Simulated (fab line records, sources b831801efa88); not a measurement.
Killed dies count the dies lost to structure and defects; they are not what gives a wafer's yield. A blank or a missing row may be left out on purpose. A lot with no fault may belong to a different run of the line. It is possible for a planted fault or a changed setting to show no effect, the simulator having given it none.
Which tool was responsible? | flow gf180mcu | 36 wafers sampled from 12 lots at 1 step of a route of 602

== WHAT THE GAUGES SHOWED, per wafer ==
GF_M1_THK_MEAS_06: measures by xrf.
lot  | measured     | on            | M1_ALCU_THK (nm)
L075 | day 16 16:39 | film-metro-03 | 455 461 464
L077 | day 17 08:29 | film-metro-04 | 459 458 461
L079 | day 18 03:01 | film-metro-04 | 464 466 466
L081 | day 18 20:01 | film-metro-02 | 460 458 463
L083 | day 19 08:56 | film-metro-02 | 461 465 468
L085 | day 20 17:53 | film-metro-03 | 460 452 465
L087 | day 21 06:09 | film-metro-04 | 455 450 449
L089 | day 22 02:05 | film-metro-03 | 460 459 455
L091 | day 22 14:20 | film-metro-03 | 460 467 457
L093 | day 23 02:17 | film-metro-02 | 448 446 449
L095 | day 23 18:17 | film-metro-03 | 465 459 461
L097 | day 24 12:01 | film-metro-04 | 457 463 454

== WHAT TOOL EACH LOT RAN ON (gives the tool, then ch and the chambers of the sampled wafers, and finally the start) ==
Before these readings, the record contains no process step.

== THE ANSWER, worked out from the rows above alone ==
Rule: the usual values come from the lots themselves. Put in order of their means at a reading, lots are off if they are a third of the lots or fewer, leave a main group of 4 or more, and stand apart from it by a gap of 3 or more times the standard deviation of the main group's means; of several such gaps the widest counts. The tables above print the reading to a certain number of digits; a main group whose means all agree to those digits is not used. A lot without any number at a reading at which 4 lots or more have one is off too. All remaining lots with rows at the step are treated as sound.
No lot is off at any reading shown: from this, nothing can be told.

== WHAT THE SIMULATOR HAD PUT IN ==
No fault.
